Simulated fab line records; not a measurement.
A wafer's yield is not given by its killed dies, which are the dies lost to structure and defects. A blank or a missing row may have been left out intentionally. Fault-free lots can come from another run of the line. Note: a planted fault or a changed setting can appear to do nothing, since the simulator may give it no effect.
Comparing a struck lot with a sound one :: flow gf180mcu :: 14 steps out of a route of 602
Sound: these wafers, L574.3, L574.4, L574.5. Wafers struck: L565.1, L565.3, L565.4. At the end, the cause is stated.
Each step with rows lists, per side, the tool, then ch with its chambers, then its first start. Under that, the readings that differ: sound wafers :: struck wafers :: difference of the means :: sigmas: that difference in standard deviations of wafers without a fault.
alike: a reading whose means differ by less than 2 such deviations, as well as words and numbers matching on both sides. not compared: withheld readings; readings where some wafer has no value; bounds like >300 that might hide an equal value; numbers whose values overlap and for which the record gives no deviation.
A row with sigmas, a row that says differs or no value, or rows on one side alone: a step with any of these is where the two part. Numbers that don't overlap but have no deviation are shown without sigmas and don't part them. A reading that every wafer of one side lacks parts them only if that side has two wafers or more.

GF_SAB_ETCH_11: etches SiO2 in C4F8/O2/Ar, target depth 55 nm, time 8.5 s.
  sound on rie-diel-01 ch 0,2, day 20 18:26; struck on rie-diel-02 ch 0,1,2, day 17 10:57
  alike: oes-product-au
then, 4 steps without rows for these wafers: GF_SAB_WET_ETCH_12 (etches SiO2 in dHF, target depth 22 nm, time 440 s); GF_SAB_STRIP_13 (strips in O2/N2); GF_SALICIDE_CLEAN_00 (cleans in SC1/SC2, time 150 s); GF_SALICIDE_WET_ETCH_01 (etches SiO2 in dHF, target depth 5 nm, time 100 s).
GF_SALICIDE_SPUTTER_02: material Co, target thk 10 nm, time 20 s.
  sound on pvd-sputter-04, day 20 18:46; struck on pvd-sputter-04, day 17 11:17
  alike: throttle-valve-pct
GF_SALICIDE_SPUTTER_03: material TiN, target thk 20 nm, time 16.7 s.
  sound on pvd-sputter-04, day 20 18:48; struck on pvd-sputter-04, day 17 11:19
  alike: throttle-valve-pct
GF_SALICIDE_RS_MEAS_04: measurement is done with a four-point probe.
  sound on film-metro-02, day 20 18:52; struck on film-metro-01, day 17 11:21
  alike: SALICIDE_TIN_RS
GF_SALICIDE_THK_MEAS_05: measures by xrf.
  sound on film-metro-02, day 20 18:58; struck on film-metro-01, day 17 11:28
  alike: SALICIDE_TIN_THK
GF_SALICIDE_RTA_06: time 30 s.
  sound on rtp-anneal-01 ch 0, day 20 19:02; struck on rtp-anneal-01 ch 0, day 17 11:32
  alike: lamp-power-pct, wafer_temp_C_max
then, 1 step without rows for these wafers: GF_SALICIDE_WET_ETCH_07 (etches the open film in SPM, target depth 120 nm).
GF_SALICIDE_RTA_08: time 30 s.
  sound on rtp-anneal-02 ch 0, day 20 19:14; struck on rtp-anneal-02 ch 0, day 17 11:44
  alike: lamp-power-pct, wafer_temp_C_max
GF_CONTACT_CVD_00: deposits SiO2, target thk 300 nm, time 50 s.
  sound on hdpcvd-02 ch 0,2, day 20 19:18; struck on hdpcvd-01 ch 0,1, day 17 11:50
  no value came back on the struck wafers for pressure-mtorr (mTorr), run-length-s (s); on the sound wafers pressure-mtorr (mTorr) reads 5.986 5.980 5.975
GF_PASSIVATION_PROBE_99:
  sound wafers here have rows in the record (prober-02, day 33 08:41); struck ones have none

WHERE THEY PART
First at GF_CONTACT_CVD_00; last, within this record, at GF_PASSIVATION_PROBE_99.

WHY: what the simulator had put in
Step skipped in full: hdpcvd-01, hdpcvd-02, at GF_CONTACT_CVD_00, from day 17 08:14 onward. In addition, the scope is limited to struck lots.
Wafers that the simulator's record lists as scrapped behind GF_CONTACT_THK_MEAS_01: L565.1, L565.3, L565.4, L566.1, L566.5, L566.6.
